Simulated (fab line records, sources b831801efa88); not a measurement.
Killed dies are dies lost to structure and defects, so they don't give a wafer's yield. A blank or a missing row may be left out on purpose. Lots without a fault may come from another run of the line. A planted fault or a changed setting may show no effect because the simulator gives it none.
A struck lot beside a sound one | flow sky130 | 16 steps out of a route of 708
Sound: wafers L255.1, L255.4, L255.5. Struck: wafer L265.1. (L265.3, L265.5 of the same lot were not struck and are left out.) The cause comes at the end.
At each step with rows: each side's tool, then ch and its chambers, then its first start. Under that, the readings that differ: sound wafers | struck wafers | difference of the means | sigmas: that difference in standard deviations of wafers without a fault.
alike: readings whose means differ by less than 2 such deviations, and words and numbers that are the same on both sides. not compared: withheld readings, readings that some wafer has no value for, bounds like >300 that may hide the same value, and numbers for which the record gives no deviation and whose values overlap.
The two part at a step that has a row with sigmas, a row that says differs or no value, or rows on one side only. Numbers that don't overlap but have no deviation are shown without sigmas and don't part them. A reading that every wafer of one side lacks parts them only if that side has two wafers or more.

first, 7 steps without rows for these wafers: SKY_METAL4_HMDS_06 (prime time 60 s); SKY_METAL4_COAT_07 (resist thk 60 nm); SKY_METAL4_COAT_08 (resist thk 1140 nm); SKY_METAL4_SOFTBAKE_09 (time 90 s); SKY_METAL4_EXPOSE_10 (exposes mask MM4, target cd 300 nm); SKY_METAL4_PEB_11; SKY_METAL4_DEVELOP_12 (develop time 60 s).
SKY_METAL4_CD_MEAS_13: target cd 300 nm.
  sound on cd_sem-01, day 44 03:12; struck on cd_sem-01, day 46 20:25
  alike: cd_nm
SKY_METAL4_OVL_MEAS_14:
  sound on overlay-01, day 44 03:19; struck on overlay-02, day 46 20:32
  reading         | sound   | struck | difference | sigmas
  METAL4_OVL (nm) | -2 -2 5 | 12     | +12        | +2
SKY_METAL4_DESCUM_15: chemistry O2, time 8 s.
  sound on rie_metal-01 ch 0,1, day 44 03:22; struck on rie_metal-01 ch 1, day 46 20:35
  alike: drypump_motor_current_A, oes_product_au, rf_fwd_power_W
  not compared: rf_hours_counter_h
SKY_METAL4_ETCH_16: etches BARC in N2/H2, stops on SiO2, time 88.2 s, target depth 60 nm.
  sound on rie_metal-01 ch 0,1, day 44 03:23; struck on rie_metal-01 ch 1, day 46 20:37
  alike: drypump_motor_current_A, oes_product_au, rf_fwd_power_W, throttle_valve_pct
  not compared: rf_hours_counter_h
SKY_METAL4_ETCH_17: etches SiO2 in C4F8/O2/Ar, stops on TiN, time 3.9 s, target depth 15 nm.
  sound on rie_diel-04 ch 0,1,3, day 44 03:29; struck on rie_diel-01 ch 3, day 46 20:43
  alike: oes_product_au, rf_fwd_power_W
  not compared: rf_hours_counter_h
SKY_METAL4_METAL_ETCH_18: etches the open film in Cl2/BCl3, stops on SiO2, target depth 845 nm, time 183.1 s.
  sound on rie_metal-02 ch 0,1, day 44 03:31; struck on rie_metal-02 ch 1, day 46 20:44
  reading                                       | sound             | struck | difference | sigmas
  oes_product_au (a.u.)                         | 0.853 0.861 0.865 | 0.874  | +0.014     | +2
  rf_fwd_power_W (W)                            | 895 894 900       | 1038   | +142       | +46
  model.KrF-thick_of_METAL4_COAT_08.thk_nm (nm) | 520.4 519.5 531.4 | 448    | -76        |
  model.SiO2_of_VIA3_HDPCVD_00.thk_nm (nm)      | 434.7 434.9 434.4 | 430.3  | -4.4       |
  alike: drypump_motor_current_A, throttle_valve_pct
  not compared: rf_hours_counter_h, model.METAL4.cd_nm
SKY_METAL4_STRIP_19: strips in O2/N2.
  sound on plasma_asher-01 ch 0,1, day 44 03:41; struck on plasma_asher-01 ch 1, day 46 20:55
  reading                      | sound             | struck | difference | sigmas
  oes_product_au (a.u.)        | 0.504 0.503 0.505 | 0.466  | -0.038     | -8
  strip_time_to_endpoint_s (s) | 6.48 6.47 6.58    | 5.74   | -0.77      | -13
  alike: drypump_motor_current_A
  not compared: rf_hours_counter_h
then, 1 step without rows for these wafers: SKY_METAL4_STRIP_20 (strips in post etch residue remover, time 1200 s).
-- the record jumps here: 3 days lie between the struck wafers' starts before and after (it left off in module METAL4 and takes up again in module PAD_OPEN, whose first step shown is number 708 of the route) --
SKY_PAD_OPEN_PROBE_99:
  sound on prober-01, day 47 21:23; struck on prober-01, day 50 05:00
  reading               | sound       | struck | difference | sigmas
  killed_at_front_end   | 16 18 15    | 25     | +9         | +2
  killed_short          | 33 38 37    | 51     | +15        | +2
  sort_bin_6_memory (%) | 3.9 6.1 6.3 | 9.3    | +3.9       | +4
  alike: defect_limited_yield, killed_at_M0_to_M3, killed_at_M4_up, killed_at_contacts, killed_at_other, killed_dies, killed_on_rim, killed_open, sort_bin_3_pad_short, sort_bin_5_function, sort_n_pass, sort_yield_pct
  not compared: model.etest.met4.width_nm, model.etest.met4.line_ohm_um

WHERE THEY PART
First at SKY_METAL4_OVL_MEAS_14; last, within this record, at SKY_PAD_OPEN_PROBE_99.

WHY: what the simulator had put in
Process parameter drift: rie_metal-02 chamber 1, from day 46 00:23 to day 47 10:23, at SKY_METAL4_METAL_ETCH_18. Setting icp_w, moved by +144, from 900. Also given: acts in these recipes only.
